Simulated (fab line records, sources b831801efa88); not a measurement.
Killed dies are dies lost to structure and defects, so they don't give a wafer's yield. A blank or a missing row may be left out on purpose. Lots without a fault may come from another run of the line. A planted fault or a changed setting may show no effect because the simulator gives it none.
Which tool did it? | flow sky130 | 10 lots, 29 wafers sampled, at 6 steps of a route of 708

WHAT THE GAUGES READ, wafer by wafer
SKY_VIA3_CD_MEAS_12: target cd 200 nm. Usual: cd_nm 199.4 nm, standard deviation 1.2.
lot  | measured     | on        | cd_nm (nm)        | flag
L471 | day 39 09:38 | cd_sem-01 | 198.7 198.6 198.9 |
L473 | day 40 06:38 | cd_sem-01 | 199.8 198.0 200.6 |
L474 | day 40 15:32 | cd_sem-02 | 200.1 201.2 199.4 |
L476 | day 41 01:40 | cd_sem-02 | 201.0 200.4 200.4 |
L478 | day 41 21:56 | cd_sem-01 | 197.2 199.1 198.1 |
L479 | day 42 03:00 | cd_sem-01 | 199.4 200.3 198.6 |
L481 | day 42 18:02 | cd_sem-01 | 198.3 199.4 197.7 |
L482 | day 42 21:14 | cd_sem-02 | 199.3 198.4 198.4 |
L487 | day 45 06:01 | cd_sem-01 | 199.2 198.1       |
L492 | day 46 13:26 | cd_sem-02 | 200.7 202.1 201.1 |

SKY_METAL5_RS_MEAS_05: measures by four-point-probe. Usual: METAL5_ALCU_RS 0.027 ohm/sq, standard deviation 0.00026.
lot  | measured     | on            | METAL5_ALCU_RS (ohm/sq)         | flag
L471 | day 42 16:47 | film_metro-02 | 0.02777 0.02733 0.02769         |
L473 | day 43 10:42 | film_metro-01 | 0.02685 0.02658 0.02663         |
L474 | day 43 20:02 | film_metro-01 | 0.02713 0.02699 0.02693         |
L476 | day 44 04:27 | film_metro-04 | 0.02712 0.02696 0.02721         |
L478 | day 44 22:49 | film_metro-01 | 0.02694 0.0268 0.02704          |
L479 | day 45 03:33 | film_metro-02 | 0.02746 0.02711 0.02716         |
L481 | day 45 16:22 | film_metro-02 | 0.02683 0.02678 0.02676         |
L482 | day 45 21:08 | film_metro-04 | 0.02667 0.02654 0.02665         |
L487 | day 48 01:00 | film_metro-04 | 0.04212 0.02733 0.04215 0.02731 | OFF
L492 | day 49 04:29 | film_metro-01 | 0.02693 0.02706 0.0272          |

SKY_METAL5_THK_MEAS_06: measures by xrf. Usual: METAL5_ALCU_THK 1129 nm, standard deviation 15.
lot  | measured     | on            | METAL5_ALCU_THK (nm) | flag
L471 | day 42 16:54 | film_metro-02 | 1084 1103 1091       |
L473 | day 43 10:49 | film_metro-01 | 1132 1146 1145       |
L474 | day 43 20:09 | film_metro-01 | 1131 1133 1137       |
L476 | day 44 04:34 | film_metro-04 | 1130 1133 1129       |
L478 | day 44 22:56 | film_metro-01 | 1128 1119 1116       |
L479 | day 45 03:40 | film_metro-02 | 1099 1119 1111       |
L481 | day 45 16:29 | film_metro-02 | 1128 1127 1128       |
L482 | day 45 21:15 | film_metro-04 | 1146 1160 1153       |
L487 | day 48 03:23 | film_metro-04 | 730 1125 732 1117    | OFF
L492 | day 49 04:35 | film_metro-01 | 1126 1120 1118       |

WHICH TOOL RAN EACH LOT (tool, then ch and the chambers of the sampled wafers, then the start)
lot  | SKY_METAL4_SPUTTER_03        | SKY_METAL5_SPUTTER_00        | SKY_METAL5_SPUTTER_02
L471 | pvd_sputter-01, day 39 11:13 | pvd_sputter-03, day 42 16:37 | pvd_sputter-03, day 42 16:39
L473 | pvd_sputter-03, day 40 08:16 | pvd_sputter-04, day 43 10:32 | pvd_sputter-04, day 43 10:35
L474 | pvd_sputter-01, day 40 17:11 | pvd_sputter-04, day 43 19:52 | pvd_sputter-04, day 43 19:55
L476 | pvd_sputter-01, day 41 03:16 | pvd_sputter-04, day 44 04:17 | pvd_sputter-04, day 44 04:20
L478 | pvd_sputter-03, day 41 23:32 | pvd_sputter-04, day 44 22:40 | pvd_sputter-04, day 44 22:43
L479 | pvd_sputter-03, day 42 04:35 | pvd_sputter-03, day 45 03:22 | pvd_sputter-03, day 45 03:25
L481 | pvd_sputter-01, day 42 19:39 | pvd_sputter-03, day 45 16:11 | pvd_sputter-03, day 45 16:14
L482 | pvd_sputter-01, day 42 22:51 | pvd_sputter-02, day 45 20:58 | pvd_sputter-02, day 45 21:01
L487 | pvd_sputter-01, day 45 07:36 | pvd_sputter-03, day 48 00:46 | pvd_sputter-03, day 48 00:49
L492 | pvd_sputter-04, day 46 15:00 | pvd_sputter-02, day 49 04:17 | pvd_sputter-02, day 49 04:20
- SKY_METAL4_SPUTTER_03: material Ti, target thk 5 nm, time 3.3 s.
- SKY_METAL5_SPUTTER_00: material Ti, target thk 15 nm, time 10 s.
- SKY_METAL5_SPUTTER_02: material AlCu, target thk 1150 nm, time 61.2 s.

WHAT THE TOOLS THEMSELVES READ (means of the sampled wafers that have a number; where no wafer has one, the mark that the record gives instead)
SKY_METAL4_SPUTTER_03. Usual: throttle_valve_pct 30.2 %, standard deviation 1.2.
lot  | tool           | throttle_valve_pct (%) | flag
L471 | pvd_sputter-01 | 31.1                   |
L473 | pvd_sputter-03 | 30.0                   |
L474 | pvd_sputter-01 | 30.2                   |
L476 | pvd_sputter-01 | 29.9                   |
L478 | pvd_sputter-03 | 30.1                   |
L479 | pvd_sputter-03 | 31.1                   |
L481 | pvd_sputter-01 | 29.8                   |
L482 | pvd_sputter-01 | 29.9                   |
L487 | pvd_sputter-01 | 30.8                   |
L492 | pvd_sputter-04 | 29.5                   |

SKY_METAL5_SPUTTER_00. Usual: throttle_valve_pct 30.2 %, standard deviation 1.1.
lot  | tool           | throttle_valve_pct (%) | flag
L471 | pvd_sputter-03 | 30.3                   |
L473 | pvd_sputter-04 | 30.6                   |
L474 | pvd_sputter-04 | 30.5                   |
L476 | pvd_sputter-04 | 31.0                   |
L478 | pvd_sputter-04 | 29.4                   |
L479 | pvd_sputter-03 | 30.7                   |
L481 | pvd_sputter-03 | 30.7                   |
L482 | pvd_sputter-02 | 30.0                   |
L487 | pvd_sputter-03 | 30.7                   |
L492 | pvd_sputter-02 | 30.0                   |

SKY_METAL5_SPUTTER_02. Usual: throttle_valve_pct 30.2 %, standard deviation 1.1.
lot  | tool           | throttle_valve_pct (%) | flag
L471 | pvd_sputter-03 | 30.2                   |
L473 | pvd_sputter-04 | 30.5                   |
L474 | pvd_sputter-04 | 30.5                   |
L476 | pvd_sputter-04 | 31.0                   |
L478 | pvd_sputter-04 | 29.4                   |
L479 | pvd_sputter-03 | 30.6                   |
L481 | pvd_sputter-03 | 30.5                   |
L482 | pvd_sputter-02 | 30.0                   |
L487 | pvd_sputter-03 | 30.5                   |
L492 | pvd_sputter-02 | 29.9                   |

THE ANSWER, worked out from the rows above alone
Rule: a lot is off if the mean of its wafers that have a number lies more than 3 standard deviations from the usual mean. A lot without any number at a reading at which 4 lots or more have one is off too. The other lots that the step has rows for count as sound. The gauges are gone through in route order, then the tools' own readings, and for those a lot's mean is taken as printed above. The first step at which some lot is off is used, and at that step the reading that is off furthest; a lot without a number counts as furthest.
Off: L487, at SKY_METAL5_RS_MEAS_05 (METAL5_ALCU_RS).
A tool fits if, at a process step before that reading, it ran every lot that is off, and no sound lot after the first of them. The gauges at SKY_METAL5_RS_MEAS_05 are tried like those tools. Can't be told from this: 3 tools fit, pvd_sputter-01 at SKY_METAL4_SPUTTER_03, pvd_sputter-03 at SKY_METAL5_SPUTTER_00 and SKY_METAL5_SPUTTER_02, film_metro-04 at SKY_METAL5_RS_MEAS_05.

WHAT THE SIMULATOR HAD PUT IN
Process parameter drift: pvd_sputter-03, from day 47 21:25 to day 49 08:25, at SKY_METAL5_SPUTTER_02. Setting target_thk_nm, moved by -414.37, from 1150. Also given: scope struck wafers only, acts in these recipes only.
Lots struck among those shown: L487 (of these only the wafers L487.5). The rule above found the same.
